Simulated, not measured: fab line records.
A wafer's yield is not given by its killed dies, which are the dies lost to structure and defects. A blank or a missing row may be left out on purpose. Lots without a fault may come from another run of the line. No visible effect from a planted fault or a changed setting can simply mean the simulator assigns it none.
Matching of chambers    flow sky130    4 sister chambers for SKY_CONTACT_CMP_04 on cmp-02
The step polishes SiO2. 8 wafers are shown with their chamber, then 8 later ones without.

== WAFERS WITH THEIR CHAMBER ==
wafer   chamber  motor current A (A)  time to endpoint s (s)
L996.1  2        12.4                 78
L110.2  3        12.1                 79
L110.5  0        12.2                 82
L110.6  1        11.9                 77
L111.1  2        12.1                 75
L111.2  3        12.1                 82
L111.4  1        11.9                 78
L112.2  0        12.6                 82

== WAFERS WHOSE CHAMBER IS MISSING ==
wafer   motor current A (A)  time to endpoint s (s)
L112.3  11.9                 78
L112.6  11.7                 79
L113.3  12.0                 80
L113.4  11.5                 76
L113.5  13.0                 82
L114.1  11.7                 76
L114.2  11.6                 80
L114.4  12.5                 77

== WHICH CHAMBER EACH WENT THROUGH ==
wafer   from the rows above                in truth
L112.3  can't be placed: 1 or 3 or 2       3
L112.6  can't be placed: 1 or 3            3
L113.3  can't be placed: 3 or 1 or 0       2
L113.4  can't be placed: 1 or 2            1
L113.5  can't be placed: 0 or 3            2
L114.1  can't be placed: 1 or 2            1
L114.2  can't be placed: 1 or 3 or 2       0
L114.4  can't be placed: 2 or 3 or 0 or 1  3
Correct placement for 0 of the 8. Unplaceable from these rows: 8, with the true chamber sitting among the candidates in 5. Placed wrongly: 0.
How it was worked out, from the rows above alone: a wafer's distance from a chamber is the root of the sum, over the readings, of the square of ((its reading less the chamber's mean) divided by the reading's scatter). The wafer belongs to the nearest chamber; if the next one is less than 2 further off, it can't be placed. For every chamber, the mean is computed from those of its wafers that are shown. How the scatter is found: for the shown wafers, subtract from each reading the mean of its chamber, square and add these, divide the total by (wafers less chambers), then take the root.
